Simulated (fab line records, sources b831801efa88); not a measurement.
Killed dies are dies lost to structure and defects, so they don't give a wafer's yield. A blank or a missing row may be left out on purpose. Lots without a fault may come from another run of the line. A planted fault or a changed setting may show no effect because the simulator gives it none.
Which tool did it? | flow gf180mcu | 7 lots, 21 wafers sampled, at 2 steps of a route of 602

WHAT THE GAUGES READ, wafer by wafer
GF_STI_THK_MEAS_02.
lot  | measured    | on            | STI_OXIDATION_THK (nm)
L918 | day 1 16:31 | film_metro-04 | 10.32 10.21 10.28
L921 | day 2 07:32 | film_metro-01 | 9.99 10.16 10.18
L923 | day 2 22:17 | film_metro-01 | 10.45 10.46 10.25
L926 | day 3 13:35 | film_metro-01 | 16.10 16.41 16.48
L933 | day 4 19:32 | film_metro-01 | 9.91 10.04 10.23
L936 | day 5 13:05 | film_metro-04 | 10.06 9.90 10.05
L939 | day 6 01:31 | film_metro-01 | 9.89 10.07 10.12

WHICH TOOL RAN EACH LOT (tool, then ch and the chambers of the sampled wafers, then the start)
lot  | GF_STI_OXIDATION_01
L918 | furnace-02 ch 0, day 1 15:07
L921 | furnace-02 ch 0, day 2 06:08
L923 | furnace-02 ch 0, day 2 20:52
L926 | furnace-02 ch 0, day 3 08:59
L933 | furnace-01 ch 0, day 4 18:07
L936 | furnace-01 ch 0, day 5 11:41
L939 | furnace-01 ch 0, day 6 00:07
- GF_STI_OXIDATION_01: stabilise 600 s, purge 300 s, target thk 10 nm.

THE ANSWER, worked out from the rows above alone
Rule: what is usual is taken from the lots themselves. Put in order of their means at a reading, lots are off if they are a third of the lots or fewer, leave a main group of 4 or more, and stand apart from it by a gap of 3 or more times the standard deviation of the main group's means; of several such gaps the widest counts. A main group whose means are all the same, to the digits that the tables above print for the reading, isn't used. A lot without any number at a reading at which 4 lots or more have one is off too. The other lots that the step has rows for count as sound.
Off: L926, at GF_STI_THK_MEAS_02 (STI_OXIDATION_THK). The main group: mean 10.14 nm, standard deviation 0.14.
A tool fits if, at a process step before that reading, it ran every lot that is off, and no sound lot after the first of them. The gauges at GF_STI_THK_MEAS_02 are tried like those tools. One fits: furnace-02 at GF_STI_OXIDATION_01. Its last sound lot is L923 (day 2 20:52), its first lot that is off L926 (day 3 08:59): a fault that began between those two fits.

WHAT THE SIMULATOR HAD PUT IN
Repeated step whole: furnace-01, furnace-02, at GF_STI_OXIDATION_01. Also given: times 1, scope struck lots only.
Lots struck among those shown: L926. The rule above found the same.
